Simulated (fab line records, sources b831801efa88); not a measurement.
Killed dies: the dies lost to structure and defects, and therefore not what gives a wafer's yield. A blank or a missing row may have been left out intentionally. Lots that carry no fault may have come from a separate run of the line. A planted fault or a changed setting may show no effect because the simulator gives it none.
The tool behind it: which one? ; flow gf180mcu ; 18 wafers from 6 lots sampled at 2 of the route's 602 steps

## WHAT EACH GAUGE READ, for each wafer
GF_HV_LDD_TW_MEAS_23.
lot;measured;on;HV_LDD_2_TW
L505;day 11 08:19;film-metro-02;1056 1057 1058
L512;day 13 13:40;film-metro-04;1054 1058 1053
L515;day 14 12:00;film-metro-01;949 944 949 952 951 950
L518;day 15 12:31;film-metro-02;1061 1066 1062
L522;day 16 18:18;film-metro-01;1038 1036 1041
L525;day 17 16:01;film-metro-02;1054 1056 1054

## WHICH TOOL RAN EACH LOT (tool, then ch and the chambers of the sampled wafers, then the start)
lot;GF_HV_LDD_IMPLANT_21
L505;implanter-04 ch 0, day 11 08:05
L512;implanter-03 ch 0, day 13 13:26
L515;implanter-03 ch 0, day 14 11:45
L518;implanter-04 ch 0, day 15 12:16
L522;implanter-04 ch 0, day 16 18:04
L525;implanter-04 ch 0, day 17 15:47
- GF_HV_LDD_IMPLANT_21

## THE ANSWER, worked out from the rows above alone
Rule: what is usual is taken from the lots themselves. Put in order of their means at a reading, lots are off if they are a third of the lots or fewer, leave a main group of 4 or more, and stand apart from it by a gap of 3 or more times the standard deviation of the main group's means; of several such gaps the widest counts. The tables above print the reading to a certain number of digits; a main group whose means all agree to those digits is not used. A lot without any number at a reading at which 4 lots or more have one is off too. Any other lot the step has rows for is counted as sound.
Off: at GF_HV_LDD_TW_MEAS_23 (HV_LDD_2_TW), L515. The main group: mean 1054, standard deviation 8.2.
A tool fits if, at a process step before that reading, it ran every lot that is off, and no sound lot after the first of them. Those tools and the gauges at GF_HV_LDD_TW_MEAS_23 are tried in the same way. One candidate fits, namely implanter-03 at GF_HV_LDD_IMPLANT_21. A fault onset in the window from L512 (day 13 13:26, its last sound lot) to L515 (day 14 11:45, its first lot off) fits.

## WHAT THE SIMULATOR HAD INSERTED
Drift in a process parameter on implanter-03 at GF_HV_LDD_IMPLANT_21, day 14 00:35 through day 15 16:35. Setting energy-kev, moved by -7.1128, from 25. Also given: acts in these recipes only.
Struck lots among those shown: L515. The rule given above showed the same thing.
